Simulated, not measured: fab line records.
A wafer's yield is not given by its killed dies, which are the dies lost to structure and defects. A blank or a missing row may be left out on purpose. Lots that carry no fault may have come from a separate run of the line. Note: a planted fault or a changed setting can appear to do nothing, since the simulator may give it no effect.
Struck lot and sound lot, side by side	flow sky130	15 out of 708 route steps
Sound: these wafers, L868.1, L868.2, L868.3. The struck wafers were L872.1, L872.2, L872.4. At the end, the cause is stated.
Order at every step that has rows: each side's tool, ch and its chambers, its first start. Under that, the readings that differ: sound wafers	struck wafers	difference of the means	sigmas: that difference in standard deviations of wafers without a fault.
alike: same words and numbers on both sides, and readings whose means sit less than 2 such deviations apart. not compared: any withheld reading, any reading some wafer has no value for, any bound like >300 that may hide the same value, and any number with overlapping values for which the record gives no deviation.
Wherever a step has rows on one side only, a row that says differs or no value, or a row with sigmas, the two part there. Non-overlapping numbers with no deviation appear without sigmas and do not part them. Lack of a reading on every wafer of one side parts them only where that side has two or more wafers.

first, 2 steps without rows for these wafers: SKY_METAL4_PEB_11; SKY_METAL4_DEVELOP_12 (develop time 60 s).
SKY_METAL4_CD_MEAS_13 targets a cd of 300 nm.
  sound on cd_sem-01 at day 42 18:46; struck on cd_sem-01 at day 43 23:22
  alike: cd_nm
SKY_METAL4_OVL_MEAS_14:
  sound on overlay-01 at day 42 18:53; struck on overlay-01 at day 43 23:29
  alike: METAL4_OVL
SKY_METAL4_DESCUM_15: chemistry O2, time 8 s.
  sound on rie_metal-02 ch 0,1, day 42 18:55; struck on rie_metal-02 ch 0,1, day 43 23:31
  alike: chamber_pressure_mTorr, drypump_motor_current_A, oes_product_au, temp_c
  not compared: rf_hours_counter_h
SKY_METAL4_ETCH_16: etches BARC in N2/H2, stops on SiO2, time 88.2 s, target depth 60 nm.
  sound on rie_metal-02 ch 0,1, day 42 18:57; struck on rie_metal-02 ch 0,1, day 43 23:33
  alike: chamber_pressure_mTorr, drypump_motor_current_A, oes_product_au, throttle_valve_pct
  not compared: rf_hours_counter_h
then, 1 step without rows for these wafers: SKY_METAL4_ETCH_17 (etches SiO2 in C4F8/O2/Ar, stops on TiN, time 3.78 s, target depth 15 nm).
SKY_METAL4_METAL_ETCH_18: etches the open film in Cl2/BCl3, stops on SiO2, target depth 845 nm, time 183.1 s.
  sound on rie_metal-03 ch 0,1, day 42 19:04; struck on rie_metal-03 ch 0,1, day 43 23:40
  alike: chamber_pressure_mTorr, drypump_motor_current_A, oes_product_au, throttle_valve_pct
  not compared: rf_hours_counter_h
SKY_METAL4_STRIP_19: strips in O2/N2.
  sound on plasma_asher-04 ch 0,1, day 42 19:15; struck on plasma_asher-03 ch 0,1, day 43 23:51
  alike: chamber_pressure_mTorr, drypump_motor_current_A, oes_product_au, strip_time_to_endpoint_s
  not compared: rf_hours_counter_h
then, 3 steps without rows for these wafers: SKY_METAL4_STRIP_20 (strips in post etch residue remover, time 1200 s); SKY_METAL4_CLEAN_21 (cleans in IPA, time 180 s); SKY_METAL4_CLEAN_22 (cleans in O3/DIW).
SKY_VIA4_HDPCVD_00: deposits SiO2, target thk 1750 nm, time 291.7 s.
  sound on hdpcvd-02 ch 0,1,2, day 42 19:50; struck on hdpcvd-02 ch 1,2, day 44 00:26
reading	sound	struck	difference	sigmas
run_length_s (s)	319.1 320.2 319.2	383.4 383.7 383.2	+63.9	+99 or more
model.SiO2_of_VIA4_HDPCVD_00.thk_nm (nm)	1774 1744 1752	2149 2144 2145	+389	
SKY_VIA4_THK_MEAS_01:
  sound on film_metro-04 at day 42 20:01; struck on film_metro-02 at day 44 00:37
reading	sound	struck	difference	sigmas
VIA4_HDPCVD_THK (nm)	1774 1743 1752	2150 2143 2144	+389	+23
SKY_VIA4_CMP_02: polishes SiO2.
  sound on cmp-01 ch 0,1,3, day 42 20:06; struck on cmp-01 ch 0,1,2, day 44 00:44
  alike: motor_current_A

WHERE THEY PART
Last at SKY_VIA4_THK_MEAS_01 as far as this record goes, first at SKY_VIA4_HDPCVD_00. Later steps at which nothing parts them and some readings are alike: SKY_VIA4_CMP_02.

WHY: what the simulator had put in
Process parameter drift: hdpcvd-02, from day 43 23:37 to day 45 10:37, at SKY_VIA4_HDPCVD_00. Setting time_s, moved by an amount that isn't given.
